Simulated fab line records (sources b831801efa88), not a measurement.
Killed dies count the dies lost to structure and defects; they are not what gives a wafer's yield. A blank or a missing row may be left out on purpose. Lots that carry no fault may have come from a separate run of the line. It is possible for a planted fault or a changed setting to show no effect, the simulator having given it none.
Comparing a struck lot with a sound one -- flow sky130 -- 16 out of 708 route steps
Sound: the wafers L162.4, L162.5, L162.6. Wafers L155.2, L155.3, L155.4 were the ones struck. Last of all comes the cause.
At each step with rows: each side's tool, then ch and its chambers, then its first start. Under that, the readings that differ: sound wafers -- struck wafers -- difference of the means -- sigmas: that difference in standard deviations of wafers without a fault.
alike: a reading whose means differ by less than 2 such deviations, as well as words and numbers matching on both sides. not compared: withheld readings; readings where some wafer has no value; bounds like >300 that might hide an equal value; numbers whose values overlap and for which the record gives no deviation.
The two part at a step that has a row with sigmas, a row that says differs or no value, or rows on one side only. Numbers that have no deviation but don't overlap get no sigmas and don't part them. Lack of a reading on every wafer of one side parts them only where that side has two or more wafers.

first, 5 steps without rows for these wafers: SKY_POLY_GATE_COAT_08 (resist thk 450 nm); SKY_POLY_GATE_SOFTBAKE_09 (time 90 s); SKY_POLY_GATE_EXPOSE_10 (exposes mask P1M, target cd 150 nm); SKY_POLY_GATE_PEB_11; SKY_POLY_GATE_DEVELOP_12 (develop time 60 s).
SKY_POLY_GATE_CD_MEAS_13: target cd 150 nm.
  sound: cd-sem-01 at day 21 06:55; struck: cd-sem-02 at day 18 11:03
  alike: cd-nm
SKY_POLY_GATE_OVL_MEAS_14:
  sound: overlay-01 at day 21 07:00; struck: overlay-02 at day 18 11:10
  alike: POLY_GATE_OVL
SKY_POLY_GATE_ETCH_15: etches BARC in N2/H2, stops on SiO2, time 118.5 s, target depth 110 nm.
  sound on rie-diel-04 ch 0,3, day 21 07:01; struck on rie-diel-01 ch 0,1,2, day 18 11:11
  alike: drypump-motor-current-A, oes-product-au, rf-fwd-power-W, throttle-valve-pct
  not compared: rf-hours-counter-h
SKY_POLY_GATE_ETCH_16: etches Si3N4 in CH3F/O2, stops on poly-Si, time 147.5 s, target depth 75 nm.
  sound on rie-diel-04 ch 0,3, day 21 07:06; struck on rie-diel-01 ch 0,1,2, day 18 11:16
  alike: drypump-motor-current-A, oes-product-au, rf-fwd-power-W, throttle-valve-pct
  not compared: rf-hours-counter-h
SKY_POLY_GATE_ETCH_17: etches poly-Si in HBr/Cl2, stops on SiO2, target depth 180 nm, time 70.5 s.
  sound on rie-si-01 ch 0,1,3, day 21 07:12; struck on rie-si-02 ch 0,1,3, day 18 11:22
  alike: drypump-motor-current-A, oes-product-au, rf-fwd-power-W, throttle-valve-pct
  not compared: rf-hours-counter-h
SKY_POLY_GATE_STRIP_18: strips in O2/N2.
  sound on plasma-asher-02 ch 0,1, day 21 07:17; struck on plasma-asher-01 ch 0,1, day 18 11:26
  alike: drypump-motor-current-A, oes-product-au, strip-time-to-endpoint-s
  not compared: rf-hours-counter-h
then, 1 step without rows for these wafers: SKY_POLY_GATE_CLEAN_19 (cleans in SC1/SC2, time 150 s).
SKY_POLY_GATE_OXIDATION_20: stabilise 600 s, purge 300 s, target thk 4 nm.
  sound on furnace-01 ch 0, day 21 07:25; struck on furnace-02 ch 0, day 18 11:44
reading,sound,struck,difference,sigmas
ox-time-s (s),899 899 899,719.2 719.2 719.2,-179.8,
zone-power-lower-pct (%),15.0 15.4 15.0,18.0 17.8 18.3,+2.9,+2
model.SiO2_of_POLY_GATE_OXIDATION_20.thk-nm (nm),4.013 4.022 3.937,3.334 3.301 3.336,-0.667,
SKY_POLY_GATE_THK_MEAS_21:
  sound: film-metro-04 at day 21 08:41; struck: film-metro-03 at day 18 12:59
reading,sound,struck,difference,sigmas
POLY_GATE_OXIDATION_THK (nm),4.03 4.09 3.92,3.31 3.32 3.24,-0.72,-8
SKY_POLY_GATE_CD_MEAS_22:
  sound: cd-sem-01 at day 21 08:48; struck: cd-sem-01 at day 18 13:04
  alike: cd-nm
-- a jump in the record: the struck wafers' starts before and after are 29 days apart (it breaks off in module POLY_GATE and resumes in module PAD_OPEN, where the first step shown is number 708 of the route) --
SKY_PAD_OPEN_PROBE_99:
  sound: prober-01 at day 49 03:56; struck: prober-02 at day 47 06:05
reading,sound,struck,difference,sigmas
model.etest.tip-n.rs-ohm-sq,442.5 441.4 437.2,427.4 430.6 429.6,-11.2,
  alike: killed_at_M0_to_M3, killed_at_M4_up, killed-at-contacts, killed-at-front-end, killed-at-other, killed-dies, killed-open, killed-short

== WHERE THEY PART ==
First at SKY_POLY_GATE_OXIDATION_20; last, within this record, at SKY_POLY_GATE_THK_MEAS_21. Later steps at which nothing parts them and some readings are alike: SKY_POLY_GATE_CD_MEAS_22, SKY_PAD_OPEN_PROBE_99.

WHY: what the simulator had put in
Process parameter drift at SKY_POLY_GATE_OXIDATION_20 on furnace-02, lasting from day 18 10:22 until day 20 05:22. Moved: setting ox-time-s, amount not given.
